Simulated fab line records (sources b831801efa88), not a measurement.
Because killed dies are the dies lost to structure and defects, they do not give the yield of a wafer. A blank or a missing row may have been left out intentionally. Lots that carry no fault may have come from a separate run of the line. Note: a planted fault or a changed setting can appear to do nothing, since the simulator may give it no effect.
What tool caused it?	flow gf180mcu	13 lots, 38 wafers sampled, at 3 steps of a route of 602

== WHAT EACH GAUGE READ, for each wafer ==
GF_TOP_METAL_OVL_MEAS_15. Usual: TOP_METAL_OVL 0.5 nm, standard deviation 1.2.
lot	measured	on	TOP_METAL_OVL (nm)	flag
L281	day 28 11:03	overlay-01	0.8 2.0 -1.0	
L283	day 29 09:14	overlay-01	-1.3 -1.1 0.2	
L284	day 29 12:29	overlay-02	1.6 0.6 0.3	
L286	day 30 01:39	overlay-01	1.4 1.3 -0.6	
L289	day 30 19:34	overlay-02	0.7 0.2 1.2	
L290	day 31 02:47	overlay-01	1.2 1.6 0.2	
L291	day 31 11:44	overlay-02	-0.9 2.3	
L294	day 32 05:56	overlay-02	0.5 1.4 1.2	
L295	day 32 07:55	overlay-01	-1.0 -0.1 -0.2	
L298	day 33 07:29	overlay-01	3.3 4.2 3.7	
L301	day 33 23:02	overlay-02	-1.7 -0.9 0.1	
L302	day 34 00:26	overlay-01	0.8 -0.8 1.7	
L303	day 34 06:25	overlay-01	1.2 1.4 1.1	

== TOOL THAT RAN EACH LOT (tool first, then ch and the chambers of the sampled wafers, then the start) ==
lot	GF_V5_ETCH_17	GF_TOP_METAL_SPUTTER_02
L281	rie diel-04 ch 0,1,2, day 27 14:54 or earlier	pvd sputter-02, day 27 14:54
L283	rie diel-01 ch 0,1, day 28 13:16 or earlier	pvd sputter-02, day 28 13:16
L284	rie diel-03 ch 0,3, day 28 17:12 or earlier	pvd sputter-04, day 28 17:12
L286	rie diel-04 ch 1,2,3, day 29 06:21 or earlier	pvd sputter-04, day 29 06:21
L289	rie diel-03 ch 0,2, day 30 00:59 or earlier	pvd sputter-01, day 30 00:59
L290	rie diel-03 ch 1,2, day 30 08:41 or earlier	pvd sputter-04, day 30 08:41
L291	rie diel-03 ch 0,3, day 30 18:00 or earlier	pvd sputter-01, day 30 18:00
L294	rie diel-03 ch 0,1, day 31 13:01 or earlier	pvd sputter-02, day 31 13:01
L295	rie diel-03 ch 0,1,3, day 31 14:44 or earlier	pvd sputter-04, day 31 14:44
L298	rie diel-03 ch 0,1,3, day 32 14:59 or earlier	pvd sputter-02, day 32 14:59
L301	rie diel-04 ch 0,1,2, day 33 07:25 or earlier	pvd sputter-04, day 33 07:25
L302	rie diel-04 ch 0,1,3, day 33 09:23 or earlier	pvd sputter-01, day 33 09:23
L303	rie diel-01 ch 0,2, day 33 14:38 or earlier	pvd sputter-04, day 33 14:38
- GF_V5_ETCH_17: etches SiO2 in C4F8/O2/Ar, stops on TiN, target depth 855 nm.
- GF_TOP_METAL_SPUTTER_02: material AlCu, target thk 900 nm, time 47.82 s.

== WHAT THE TOOLS THEMSELVES READ (means of the sampled wafers that have a number; where no wafer has one, the mark that the record gives instead) ==
GF_V5_ETCH_17. Usual: 0.860 a.u. for oes product au, sd 0.0046.
lot	tool	oes product au (a.u.)	flag
L281	rie diel-04	0.862	
L283	rie diel-01	0.858	
L284	rie diel-03	0.863	
L286	rie diel-04	0.857	
L289	rie diel-03	0.863	
L290	rie diel-03	0.855	
L291	rie diel-03	0.868	
L294	rie diel-03	0.855	
L295	rie diel-03	0.858	
L298	rie diel-03	0.863	
L301	rie diel-04	0.856	
L302	rie diel-04	0.856	
L303	rie diel-01	0.859	

GF_TOP_METAL_SPUTTER_02. Usual: 30.3 % for throttle valve pct, sd 0.79.
lot	tool	throttle valve pct (%)	flag
L281	pvd sputter-02	30.9	
L283	pvd sputter-02	30.6	
L284	pvd sputter-04	30.0	
L286	pvd sputter-04	30.0	
L289	pvd sputter-01	30.2	
L290	pvd sputter-04	30.1	
L291	pvd sputter-01	29.7	
L294	pvd sputter-02	31.2	
L295	pvd sputter-04	29.9	
L298	pvd sputter-02	31.2	
L301	pvd sputter-04	30.4	
L302	pvd sputter-01	30.3	
L303	pvd sputter-04	30.0	

== THE ANSWER, worked out from the rows above alone ==
Rule: a lot is off if the mean of its wafers that have a number lies more than 3 standard deviations from the usual mean. A lot without any number at a reading at which 4 lots or more have one is off too. Any other lot the step has rows for is counted as sound. The gauges are gone through in route order, then the tools' own readings, and for those a lot's mean is taken as printed above. The first step at which some lot is off is used, and at that step the reading that is off furthest; a lot without a number counts as furthest.
None of the lots is off at any reading shown; this tells nothing.

== WHAT WAS PUT IN BY THE SIMULATOR ==
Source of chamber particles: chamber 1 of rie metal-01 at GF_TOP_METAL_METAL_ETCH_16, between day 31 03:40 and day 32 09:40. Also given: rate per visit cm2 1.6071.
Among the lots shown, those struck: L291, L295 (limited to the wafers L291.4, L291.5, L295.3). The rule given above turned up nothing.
